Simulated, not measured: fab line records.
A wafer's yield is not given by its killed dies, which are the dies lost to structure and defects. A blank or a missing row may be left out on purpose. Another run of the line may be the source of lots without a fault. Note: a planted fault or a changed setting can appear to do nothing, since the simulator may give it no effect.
A struck lot beside a sound one | flow sky130 | 14 out of 708 route steps
Sound: these wafers, L143.1, L143.4, L143.5. Wafers struck: L146.1, L146.3, L146.4. At the end, the cause is stated.
Each step with rows lists, per side, the tool, then ch with its chambers, then its first start. Under that, the readings that differ: sound wafers | struck wafers | difference of the means | sigmas: that difference in standard deviations of wafers without a fault.
alike: words and numbers the same on both sides, and readings whose means are apart by under 2 such deviations; not compared: readings that were withheld, readings missing a value for some wafer, numbers with overlapping values and no deviation given by the record, and bounds like >300 which may hide the same value.
A row with sigmas, a row that says differs or no value, or rows on one side alone: a step with any of these is where the two part. Numbers that don't overlap but have no deviation are shown without sigmas and don't part them. A reading missing from all wafers of one side parts the sides only when that side holds two or more wafers.

first, 4 steps without rows for these wafers: SKY_LDD_N_SOFTBAKE_03 (time 60 s); SKY_LDD_N_EXPOSE_04 (exposes mask NTM, target cd 840 nm); SKY_LDD_N_PEB_05; SKY_LDD_N_DEVELOP_06 (develop time 60 s).
SKY_LDD_N_OVL_MEAS_07:
  struck on overlay-01, day 23 05:14; sound on overlay-01, day 22 09:40
  alike: LDD_N_OVL
then, 7 steps without rows for these wafers: SKY_LDD_N_IMPLANT_08; SKY_LDD_N_IMPLANT_09; SKY_LDD_N_IMPLANT_10; SKY_LDD_N_IMPLANT_11; SKY_LDD_N_IMPLANT_12; SKY_LDD_N_IMPLANT_13; SKY_LDD_N_IMPLANT_14.
SKY_LDD_N_IMPLANT_15:
  struck on implanter-03, day 23 06:19; sound on implanter-01 ch 0, day 22 10:45
  no value came back on the struck wafers for beamEnergyKeV, beamOnS (s), doseIonsCm2; on the sound wafers beamEnergyKeV reads 49.993 50.004 50.014
SKY_LDD_N_STRIP_16: strips in O2/N2.
  sound on plasmaAsher-02 ch 1, day 22 10:54; struck on plasmaAsher-01 ch 0,1, day 23 06:28
  alike: chamberPressureMTorr, drypumpMotorCurrentA, oesProductAu, stripTimeToEndpointS
  not compared: rfHoursCounterH

WHERE THEY PART
Only at SKY_LDD_N_IMPLANT_15, within this record. Later steps at which nothing parts them and some readings are alike: SKY_LDD_N_STRIP_16.

WHY: the cause the simulator had injected
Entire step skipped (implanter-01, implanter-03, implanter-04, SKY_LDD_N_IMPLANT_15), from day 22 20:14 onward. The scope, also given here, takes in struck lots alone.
